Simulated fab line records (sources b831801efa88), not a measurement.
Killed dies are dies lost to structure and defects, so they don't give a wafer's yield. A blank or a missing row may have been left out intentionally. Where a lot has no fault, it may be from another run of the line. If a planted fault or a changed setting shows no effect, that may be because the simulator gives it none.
Matching of chambers    flow sky130    hdpcvd-02 running SKY_LI_CONTACT_HDPCVD_00: 3 sister chambers
The step deposits PSG, target thk 930 nm, time 155 s. 3 wafers are shown with their chamber, then 7 later ones without.

## EACH WAFER AND ITS CHAMBER
wafer   chamber  sih4-flow-sccm (sccm)
L367.3  0        59.92
L379.1  2        60.00
L379.5  1        60.06

## WAFERS WITH NO CHAMBER GIVEN
wafer   sih4-flow-sccm (sccm)
L379.6  60.08
L383.3  60.10
L383.4  59.91
L383.5  60.17
L384.2  59.84
L384.4  60.15
L384.5  59.97

## WHICH CHAMBER EACH ONE RAN IN
wafer   from the rows above           in truth
L379.6  can't be placed: 1 or 2       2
L383.3  can't be placed: 1 or 2       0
L383.4  can't be placed: 0 or 2       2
L383.5  can't be placed: 1 or 2       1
L384.2  can't be placed: 0 or 2       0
L384.4  can't be placed: 1 or 2       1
L384.5  can't be placed: 2 or 0 or 1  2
Correctly placed: 0 of 7. Can't be placed from these rows: 7 (the true chamber is among the candidates in 6). Number placed wrongly: 0.
How it was worked out, from the rows above alone: a wafer's distance from a chamber is the root of the sum, over the readings, of the square of ((its reading less the chamber's mean) divided by the reading's scatter). If the next closest chamber is less than 2 further off than the closest, the wafer can't be placed; otherwise it belongs to the closest. A chamber's mean is the mean of its shown wafers. The scatter: with one shown wafer a chamber, the root of the mean of the squares of how far each hidden wafer lies from its nearest shown one.
